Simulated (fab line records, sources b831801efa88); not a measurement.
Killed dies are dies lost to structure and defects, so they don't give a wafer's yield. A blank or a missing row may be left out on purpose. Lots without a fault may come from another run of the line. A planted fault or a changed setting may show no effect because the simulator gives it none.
Which tool did it? | flow sky130 | 11 lots, 33 wafers sampled, at 4 steps of a route of 708

WHAT THE GAUGES READ, wafer by wafer
SKY_SD_N_RS_MEAS_16: measures by four-point-probe. Usual: SD_N_RS 68.51 ohm/sq, standard deviation 0.1.
lot  | measured     | on            | SD_N_RS (ohm/sq)  | flag
L206 | day 28 05:46 | film_metro-04 | 68.51 68.53 68.35 |
L207 | day 28 18:29 | film_metro-03 | 68.56 68.59 68.52 |
L212 | day 30 23:07 | film_metro-02 | 68.63 68.57 68.54 |
L211 | day 30 23:44 | film_metro-03 | 68.40 68.54 68.58 |
L215 | day 31 20:33 | film_metro-03 | 68.54 68.60 68.50 |
L216 | day 32 03:14 | film_metro-02 | 68.30 68.49 68.52 |
L222 | day 33 20:11 | film_metro-04 | 65.42 65.36 65.33 | OFF
L223 | day 33 23:27 | film_metro-02 | 65.33 65.34 65.47 | OFF
L226 | day 35 08:29 | film_metro-02 | 68.60 68.58 68.54 |
L227 | day 35 08:47 | film_metro-03 | 68.52 68.49 68.43 |
L228 | day 35 09:12 | film_metro-02 | 68.58 68.50 68.31 |

SKY_CONTACT_CD_MEAS_14: target cd 170 nm. Usual: cd_nm 170.0 nm, standard deviation 1.3.
lot  | measured     | on        | cd_nm (nm)        | flag
L206 | day 31 21:15 | cd_sem-02 | 171.1 171.3 171.6 |
L207 | day 32 10:17 | cd_sem-02 | 167.2 168.8 168.2 |
L212 | day 34 12:35 | cd_sem-02 | 171.9 171.4 171.6 |
L211 | day 34 13:37 | cd_sem-01 | 170.5 170.3 171.3 |
L215 | day 35 08:02 | cd_sem-02 | 171.1 170.0 169.6 |
L216 | day 35 15:07 | cd_sem-01 | 171.0 170.3 170.4 |
L222 | day 37 06:01 | cd_sem-01 | 170.7 171.1 172.5 |
L223 | day 37 09:59 | cd_sem-01 | 167.9 167.7 170.1 |
L226 | day 38 18:29 | cd_sem-02 | 169.9 168.8 169.3 |
L227 | day 38 18:43 | cd_sem-02 | 169.8 170.5 170.6 |
L228 | day 38 20:46 | cd_sem-01 | 169.4 168.4 170.4 |

WHICH TOOL RAN EACH LOT (tool, then ch and the chambers of the sampled wafers, then the start)
lot  | SKY_SD_N_IMPLANT_09             | SKY_SD_N_STRIP_11
L206 | implanter-01 ch 0, day 28 05:05 | plasma_asher-01 ch 0,1, day 28 05:22
L207 | implanter-02 ch 0, day 28 17:47 | plasma_asher-02 ch 0,1, day 28 18:05
L212 | implanter-04 ch 0, day 30 22:26 | plasma_asher-02 ch 0,1, day 30 22:42
L211 | implanter-02 ch 0, day 30 23:04 | plasma_asher-04 ch 0,1, day 30 23:20
L215 | implanter-02 ch 0, day 31 19:52 | plasma_asher-04 ch 0,1, day 31 20:10
L216 | implanter-01 ch 0, day 32 02:31 | plasma_asher-02 ch 0,1, day 32 02:48
L222 | implanter-01 ch 0, day 33 19:29 | plasma_asher-02 ch 0,1, day 33 19:47
L223 | implanter-01 ch 0, day 33 22:46 | plasma_asher-01 ch 0,1, day 33 23:04
L226 | implanter-02 ch 0, day 35 07:48 | plasma_asher-04 ch 0,1, day 35 08:06
L227 | implanter-02 ch 0, day 35 08:06 | plasma_asher-04 ch 0,1, day 35 08:24
L228 | implanter-02 ch 0, day 35 08:31 | plasma_asher-02 ch 0,1, day 35 08:47
- SKY_SD_N_IMPLANT_09
- SKY_SD_N_STRIP_11: strips in O2/N2.

WHAT THE TOOLS THEMSELVES READ (means of the sampled wafers that have a number; where no wafer has one, the mark that the record gives instead)
SKY_SD_N_IMPLANT_09. Usual: beam_on_s 19.1 s, standard deviation 0.58; dose_ions_cm2 4e+15, standard deviation 4.6e+12.
lot  | tool         | beam_on_s (s) | dose_ions_cm2 | flag
L206 | implanter-01 | 20.0          | 4e+15         |
L207 | implanter-02 | 19.1          | 4e+15         |
L212 | implanter-04 | 18.5          | 4e+15         |
L211 | implanter-02 | 19.3          | 4e+15         |
L215 | implanter-02 | 19.0          | 4e+15         |
L216 | implanter-01 | 19.3          | 4e+15         |
L222 | implanter-01 | 29.9          | 6e+15         | OFF
L223 | implanter-01 | 29.7          | 6e+15         | OFF
L226 | implanter-02 | 18.7          | 4e+15         |
L227 | implanter-02 | 18.8          | 4e+15         |
L228 | implanter-02 | 19.1          | 4e+15         |

SKY_SD_N_STRIP_11. Usual: drypump_motor_current_A 5.76 A, standard deviation 0.12; oes_product_au 0.527 a.u., standard deviation 0.0045; strip_time_to_endpoint_s 22.55 s, standard deviation 0.044.
lot  | tool            | drypump_motor_current_A (A) | oes_product_au (a.u.) | strip_time_to_endpoint_s (s) | flag
L206 | plasma_asher-01 | 5.80                        | 0.533                 | 22.55                        |
L207 | plasma_asher-02 | 5.76                        | 0.525                 | 22.52                        |
L212 | plasma_asher-02 | 5.67                        | 0.524                 | 22.57                        |
L211 | plasma_asher-04 | 5.78                        | 0.528                 | 22.56                        |
L215 | plasma_asher-04 | 5.76                        | 0.528                 | 22.58                        |
L216 | plasma_asher-02 | 5.67                        | 0.527                 | 22.56                        |
L222 | plasma_asher-02 | 5.64                        | 0.515                 | 23.49                        | OFF
L223 | plasma_asher-01 | 5.79                        | 0.511                 | 23.55                        | OFF
L226 | plasma_asher-04 | 5.75                        | 0.531                 | 22.48                        |
L227 | plasma_asher-04 | 5.79                        | 0.524                 | 22.57                        |
L228 | plasma_asher-02 | 5.68                        | 0.524                 | 22.65                        |

THE ANSWER, worked out from the rows above alone
Rule: a lot is off if the mean of its wafers that have a number lies more than 3 standard deviations from the usual mean. A lot without any number at a reading at which 4 lots or more have one is off too. The other lots that the step has rows for count as sound. The gauges are gone through in route order, then the tools' own readings, and for those a lot's mean is taken as printed above. The first step at which some lot is off is used, and at that step the reading that is off furthest; a lot without a number counts as furthest.
Off: L222, L223, at SKY_SD_N_RS_MEAS_16 (SD_N_RS).
A tool fits if, at a process step before that reading, it ran every lot that is off, and no sound lot after the first of them. The gauges at SKY_SD_N_RS_MEAS_16 aren't tried: what is off there is off at SKY_SD_N_IMPLANT_09 too, on other tools, and a gauge's error can't cause that. One fits: implanter-01 at SKY_SD_N_IMPLANT_09. Its last sound lot is L216 (day 32 02:31), its first lot that is off L222 (day 33 19:29): a fault that began between those two fits.
The tool's own readings at SKY_SD_N_IMPLANT_09 bear it out: on the lots that are off they differ by more than 5 times the standard deviation of the sound lots' means. beam_on_s reads 29.8 s there against 19.1 s on the sound lots; dose_ions_cm2 reads 6e+15 there against 4e+15 on the sound lots.

WHAT THE SIMULATOR HAD PUT IN
Process parameter drift: implanter-01, from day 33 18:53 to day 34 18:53, at SKY_SD_N_IMPLANT_09. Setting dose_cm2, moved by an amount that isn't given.
Lots struck among those shown: L222, L223. The rule above found the same.
